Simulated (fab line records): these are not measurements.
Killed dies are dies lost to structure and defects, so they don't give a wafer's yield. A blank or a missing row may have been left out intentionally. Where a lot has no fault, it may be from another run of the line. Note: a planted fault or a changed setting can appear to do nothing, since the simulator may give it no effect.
Chamber matching	flow sky130	SKY_VIA3_CMP_02 on cmp-02: 4 sister chambers
The step polishes SiO2. 18 wafers are shown with their chamber, then 9 later ones without.

WAFERS PAIRED WITH THEIR CHAMBERS
wafer	chamber	motor-current-A (A)	head-pressure-psi (psi)	retaining-ring-pressure-frac
L379.1	2	13.3	4.007	1.000
L379.4	0	10.3	4.011	1.001
L379.6	0	10.5	4.012	0.987
L384.3	2	13.3	4.004	1.006
L384.5	2	13.2	3.993	1.002
L384.6	1	13.2	4.014	0.994
L385.1	3	11.1	4.004	0.994
L385.3	2	14.0	3.992	0.993
L385.4	1	12.0	3.995	1.003
L386.2	1	12.2	3.996	1.001
L386.4	0	10.4	3.995	0.999
L386.6	3	11.0	3.988	1.002
L388.1	1	12.5	4.005	0.993
L388.5	1	12.4	3.999	1.003
L388.6	0	10.3	3.996	1.006
L392.3	2	13.7	4.003	1.002
L392.5	1	12.6	4.001	0.993
L392.6	0	10.0	4.013	0.999

SIGNATURES, as means of the wafers listed above
reading	chamber 0	chamber 1	chamber 2	chamber 3	scatter within a chamber
motor-current-A	10.300	12.483	13.500	11.050	0.322
head-pressure-psi	4.00540	4.00167	3.99980	3.99600	0.00798
retaining-ring-pressure-frac	0.99840	0.99783	1.00060	0.99800	0.00563
Rule: for each reading, subtract the chamber's mean from the wafer's reading, divide by that reading's scatter and square the result; add these up over the readings and take the root, which gives the wafer's distance from the chamber. The wafer belongs to the nearest chamber; if the next one is less than 2 further off, it can't be placed. The scatter is the square root of a quotient: the sum, over the shown wafers, of each reading's squared deviation from its chamber's mean, divided by wafers minus chambers.

WAFERS MISSING THEIR CHAMBER
wafer	motor-current-A (A)	head-pressure-psi (psi)	retaining-ring-pressure-frac
L393.2	10.7	3.998	0.998
L393.3	14.1	3.995	1.002
L393.6	13.9	3.989	0.995
L394.1	11.0	3.999	1.002
L394.2	13.2	4.002	0.994
L394.3	10.4	4.001	1.004
L398.1	13.4	3.997	0.998
L398.2	10.4	3.988	0.993
L398.5	9.9	3.995	0.998

THE CHAMBER EACH PASSED THROUGH
wafer	from the rows above	in truth
L393.2	can't be placed: 3 or 0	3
L393.3	2	2
L393.6	2	2
L394.1	can't be placed: 3 or 0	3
L394.2	can't be placed: 2 or 1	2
L394.3	can't be placed: 0 or 3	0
L398.1	2	2
L398.2	can't be placed: 0 or 3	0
L398.5	can't be placed: 0 or 3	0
3 of 9 placed correctly. Cannot be placed on the basis of these rows: 6; the candidates contain the true chamber in 6. 0 placed wrongly.
